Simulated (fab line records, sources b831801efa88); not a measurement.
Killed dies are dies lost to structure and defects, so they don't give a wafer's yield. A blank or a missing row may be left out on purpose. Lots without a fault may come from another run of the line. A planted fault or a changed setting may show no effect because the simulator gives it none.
Which tool did it? | flow sky130 | 12 lots, 36 wafers sampled, at 5 steps of a route of 708

WHAT THE GAUGES READ, wafer by wafer
SKY_VIA3_OVL_MEAS_13. Usual: VIA3_OVL -3 nm, standard deviation 5.
lot  | measured     | on         | VIA3_OVL (nm) | flag
L173 | day 39 17:42 | overlay-02 | -7 1 -4       |
L174 | day 40 10:15 | overlay-02 | -2 -7 -5      |
L179 | day 42 07:23 | overlay-02 | -9 -8 -9      |
L180 | day 42 09:12 | overlay-01 | 0 -2 -6       |
L183 | day 43 02:45 | overlay-02 | -2 0 -2       |
L188 | day 44 10:43 | overlay-02 | -3 -6 -4      |
L187 | day 44 13:45 | overlay-02 | -4 -8 -3      |
L191 | day 45 02:40 | overlay-02 | -10 -11 -15   |
L193 | day 45 14:42 | overlay-01 | -10 -11 -17   |
L192 | day 45 18:57 | overlay-02 | 1 -3 -3       |
L195 | day 46 00:33 | overlay-02 | -1 -4 0       |
L194 | day 46 01:51 | overlay-01 | -3 -7 -9      |

SKY_VIA3_THK_MEAS_23: measures by xrf. Usual: VIA3_W_THK 385 nm, standard deviation 5.4.
lot  | measured     | on            | VIA3_W_THK (nm) | flag
L173 | day 39 18:47 | film_metro-02 | 385 377 382     |
L174 | day 40 11:17 | film_metro-04 | 394 389 385     |
L179 | day 42 08:32 | film_metro-02 | 384 386 388     |
L180 | day 42 10:14 | film_metro-02 | 389 371 386     |
L183 | day 43 03:50 | film_metro-02 | 386 377 389     |
L188 | day 44 11:47 | film_metro-02 | 381 384 388     |
L187 | day 44 14:50 | film_metro-01 | 382 383 388     |
L191 | day 45 03:43 | film_metro-02 | 389 394 389     |
L193 | day 45 15:44 | film_metro-02 | 393 397 397     |
L192 | day 45 20:01 | film_metro-01 | 387 385 383     |
L195 | day 46 01:35 | film_metro-02 | 383 386 389     |
L194 | day 46 02:55 | film_metro-01 | 389 393 386     |

SKY_PASSIVATION_THK_MEAS_03. Usual: PASSIVATION_CVD_02_THK 539 nm, standard deviation 7.1.
lot  | measured     | on            | PASSIVATION_CVD_02_THK (nm) | flag
L173 | day 43 22:38 | film_metro-01 | 531 536 547                 |
L174 | day 44 13:47 | film_metro-04 | 530 533 547                 |
L179 | day 46 06:24 | film_metro-04 | 531 540 550                 |
L180 | day 46 06:42 | film_metro-04 | 540 531 532                 |
L183 | day 46 21:56 | film_metro-02 | 534 537 551                 |
L188 | day 48 02:29 | film_metro-02 | 542 534 533                 |
L187 | day 48 05:51 | film_metro-01 | 534 538 542                 |
L191 | day 48 17:43 | film_metro-02 | 620 631 631                 | OFF
L193 | day 49 03:34 | film_metro-01 | 624 633 629                 | OFF
L192 | day 49 07:18 | film_metro-02 | 622 633 630                 | OFF
L195 | day 49 12:23 | film_metro-01 | 539 548 536                 |
L194 | day 49 14:45 | film_metro-01 | 545 543 553                 |

WHICH TOOL RAN EACH LOT (tool, then ch and the chambers of the sampled wafers, then the start)
lot  | SKY_VIA3_STRIP_16                    | SKY_PASSIVATION_CVD_02
L173 | plasma_asher-03 ch 0,1, day 39 17:50 | pecvd-03 ch 0,1, day 43 22:25
L174 | plasma_asher-04 ch 0,1, day 40 10:23 | pecvd-02 ch 0,1,2, day 44 13:33
L179 | plasma_asher-02 ch 0,1, day 42 07:32 | pecvd-01 ch 1,2, day 46 06:11
L180 | plasma_asher-03 ch 0,1, day 42 09:20 | pecvd-02 ch 0,1,2, day 46 06:29
L183 | plasma_asher-02 ch 0,1, day 43 02:53 | pecvd-01 ch 0,2, day 46 21:43
L188 | plasma_asher-03 ch 0,1, day 44 10:50 | pecvd-03 ch 0,1,2, day 48 02:16
L187 | plasma_asher-03 ch 0,1, day 44 13:55 | pecvd-02 ch 0,1,2, day 48 05:36
L191 | plasma_asher-04 ch 0,1, day 45 02:47 | pecvd-02 ch 1,2, day 48 17:29
L193 | plasma_asher-04 ch 0, day 45 14:50   | pecvd-02 ch 1,2, day 49 03:20
L192 | plasma_asher-04 ch 1, day 45 19:05   | pecvd-02 ch 1,2, day 49 07:04
L195 | plasma_asher-03 ch 0,1, day 46 00:43 | pecvd-03 ch 0,2, day 49 12:08
L194 | plasma_asher-02 ch 0,1, day 46 01:59 | pecvd-03 ch 0,1, day 49 14:32
- SKY_VIA3_STRIP_16: strips in O2/N2.
- SKY_PASSIVATION_CVD_02: deposits Si3N4, target thk 540 nm.

WHAT THE TOOLS THEMSELVES READ (means of the sampled wafers that have a number; where no wafer has one, the mark that the record gives instead)
SKY_VIA3_STRIP_16. Usual: drypump_motor_current_A 5.6 A, standard deviation 0.51; oes_product_au 0.402 a.u., standard deviation 0.0047; strip_time_to_endpoint_s 4.139 s, standard deviation 0.023.
lot  | tool            | drypump_motor_current_A (A) | oes_product_au (a.u.) | strip_time_to_endpoint_s (s) | flag
L173 | plasma_asher-03 | 5.3                         | 0.410                 | 4.165                        |
L174 | plasma_asher-04 | 6.0                         | 0.404                 | 4.168                        |
L179 | plasma_asher-02 | 5.7                         | 0.403                 | 4.141                        |
L180 | plasma_asher-03 | 5.4                         | 0.400                 | 4.136                        |
L183 | plasma_asher-02 | 5.7                         | 0.409                 | 4.131                        |
L188 | plasma_asher-03 | 5.4                         | 0.405                 | 4.150                        |
L187 | plasma_asher-03 | 5.3                         | 0.400                 | 4.121                        |
L191 | plasma_asher-04 | 5.7                         | 0.402                 | 4.158                        |
L193 | plasma_asher-04 | 5.3                         | 0.401                 | 4.134                        |
L192 | plasma_asher-04 | 6.4                         | 0.400                 | 4.113                        |
L195 | plasma_asher-03 | 5.4                         | 0.403                 | 4.156                        |
L194 | plasma_asher-02 | 5.7                         | 0.404                 | 4.145                        |

SKY_PASSIVATION_CVD_02. Usual: heater_power_outer_w 427 W, standard deviation 67; heater_power_w 745 W, standard deviation 100.
lot  | tool     | heater_power_outer_w (W) | heater_power_w (W) | flag
L173 | pecvd-03 | 436                      | 731                |
L174 | pecvd-02 | 429                      | 749                |
L179 | pecvd-01 | 357                      | 618                |
L180 | pecvd-02 | 402                      | 720                |
L183 | pecvd-01 | 473                      | 791                |
L188 | pecvd-03 | 406                      | 713                |
L187 | pecvd-02 | 449                      | 775                |
L191 | pecvd-02 | 426                      | 777                |
L193 | pecvd-02 | 480                      | 824                |
L192 | pecvd-02 | 450                      | 788                |
L195 | pecvd-03 | 450                      | 757                |
L194 | pecvd-03 | 449                      | 760                |

THE ANSWER, worked out from the rows above alone
Rule: a lot is off if the mean of its wafers that have a number lies more than 3 standard deviations from the usual mean. A lot without any number at a reading at which 4 lots or more have one is off too. The other lots that the step has rows for count as sound. The gauges are gone through in route order, then the tools' own readings, and for those a lot's mean is taken as printed above. The first step at which some lot is off is used, and at that step the reading that is off furthest; a lot without a number counts as furthest.
Off: L191, L193, L192, at SKY_PASSIVATION_THK_MEAS_03 (PASSIVATION_CVD_02_THK).
A tool fits if, at a process step before that reading, it ran every lot that is off, and no sound lot after the first of them. The gauges at SKY_PASSIVATION_THK_MEAS_03 are tried like those tools. Can't be told from this: 2 tools fit, plasma_asher-04 at SKY_VIA3_STRIP_16, pecvd-02 at SKY_PASSIVATION_CVD_02.

WHAT THE SIMULATOR HAD PUT IN
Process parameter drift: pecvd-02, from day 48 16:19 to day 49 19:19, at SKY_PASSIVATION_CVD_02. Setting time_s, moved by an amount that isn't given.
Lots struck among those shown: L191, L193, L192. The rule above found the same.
